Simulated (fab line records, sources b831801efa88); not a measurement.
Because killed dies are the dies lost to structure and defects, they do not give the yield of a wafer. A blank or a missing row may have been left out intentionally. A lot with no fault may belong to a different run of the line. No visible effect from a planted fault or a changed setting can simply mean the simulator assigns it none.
Which tool did it?    flow sky130    Sampling: 7 lots, 21 wafers, 2 of 708 route steps

WHAT EACH GAUGE READ, for each wafer
SKY_VT_ADJUST_LVTN_OVL_MEAS_07.
lot   measured      on          VT_ADJUST_LVTN_OVL (nm)
L861  day 7 04:42   overlay-01  1.3 1.5 1.8
L864  day 7 22:02   overlay-02  1.6 -0.6 2.8
L866  day 8 11:07   overlay-02  2.6 3.4 1.8
L870  day 9 14:59   overlay-01  1.5 0.5 -0.4
L877  day 11 15:19  overlay-01  1.4 1.5 1.0
L879  day 12 01:46  overlay-01  - - -
L882  day 13 20:34  overlay-02  2.4 3.1 1.7

TOOL THAT RAN EACH LOT (tool first, then ch and the chambers of the sampled wafers, then the start)
lot   SKY_VT_ADJUST_LVTN_DEVELOP_06
L861  litho track-01 ch 0, day 7 04:00
L864  litho track-02 ch 0, day 7 21:00
L866  litho track-02 ch 0, day 8 10:00
L870  litho track-01 ch 0, day 9 14:00
L877  litho track-04 ch 0, day 11 15:00
L879  litho track-04 ch 0, day 12 01:00
L882  litho track-02 ch 0, day 13 20:00
- SKY_VT_ADJUST_LVTN_DEVELOP_06: develop time 60 s.

THE ANSWER, worked out from the rows above alone
Rule: the lots themselves supply what counts as usual. Put in order of their means at a reading, lots are off if they are a third of the lots or fewer, leave a main group of 4 or more, and stand apart from it by a gap of 3 or more times the standard deviation of the main group's means; of several such gaps the widest counts. The tables above print the reading to a certain number of digits; a main group whose means all agree to those digits is not used. Also off: a lot with no number at a reading for which 4 or more lots have one. Where the step has rows for the other lots, those lots are counted as sound.
Off: L879, at SKY_VT_ADJUST_LVTN_OVL_MEAS_07 (VT_ADJUST_LVTN_OVL). Without a number there: L879. The main group has a mean of 1.6 nm with a standard deviation of 0.71.
If a tool, at a process step before that reading, ran all the lots that are off and no sound lot after the first of them, it fits. The gauges at SKY_VT_ADJUST_LVTN_OVL_MEAS_07 are tried like those tools. Can't be told from this: 2 tools fit, litho track-04 at SKY_VT_ADJUST_LVTN_DEVELOP_06, overlay-01 at SKY_VT_ADJUST_LVTN_OVL_MEAS_07.

WHAT WAS PUT IN BY THE SIMULATOR
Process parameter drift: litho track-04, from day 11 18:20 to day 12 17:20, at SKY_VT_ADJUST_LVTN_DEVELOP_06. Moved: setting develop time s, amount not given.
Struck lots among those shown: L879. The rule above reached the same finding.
